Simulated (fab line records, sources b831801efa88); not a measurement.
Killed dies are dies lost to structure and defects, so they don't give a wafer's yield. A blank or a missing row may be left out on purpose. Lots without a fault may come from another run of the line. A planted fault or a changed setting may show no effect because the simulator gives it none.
One fault seen from 2 desks | flow gf180mcu | each desk has only its own numbers; what lay behind them comes last

THE TOOL OWNER'S DESK: pvd_sputter-04
The tool's own readings at GF_TOP_METAL_SPUTTER_03 (material Ti, target thk 5 nm, time 3.3 s): means of the sampled wafers that have a number, for each lot that ran on this tool. A lot is out of limits, marked OUT, if its mean lies more than 4 standard deviations from the usual mean; the brackets give that distance.
Columns: A = throttle_valve_pct at GF_TOP_METAL_SPUTTER_03, usual 29.5 %
lot  | first seen here | A
L826 | day 30 22:55    | 30.0
L837 | day 33 08:13    | 29.7
This desk's finding: nothing out of limits on any of the 2 lots.

THE METROLOGY DESK
What the gauges read, lot by lot, whatever tool the lot ran on: means of the sampled wafers that have a number. A lot is out of limits, marked OUT, if its mean lies more than 4 standard deviations from the usual mean; the brackets give that distance.
Columns: A = V5_W_RS at GF_V5_RS_MEAS_24, usual 0.329 ohm/sq; B = V5_W_THK at GF_V5_THK_MEAS_25, usual 351 nm
lot  | first seen here | A     | B
L817 | day 28 00:23    | 0.328 | 351
L826 | day 30 22:18    | 0.325 | 350
L832 | day 32 13:22    | 0.326 | 358
L834 | day 32 18:08    | 0.331 | 348
L837 | day 33 07:31    | 0.327 | 349
This desk's finding: nothing out of limits on any of the 5 lots.

PUT TOGETHER
The tool owner's desk saw nothing out of limits.
The metrology desk saw nothing out of limits.

WHAT THE SIMULATOR HAD PUT IN
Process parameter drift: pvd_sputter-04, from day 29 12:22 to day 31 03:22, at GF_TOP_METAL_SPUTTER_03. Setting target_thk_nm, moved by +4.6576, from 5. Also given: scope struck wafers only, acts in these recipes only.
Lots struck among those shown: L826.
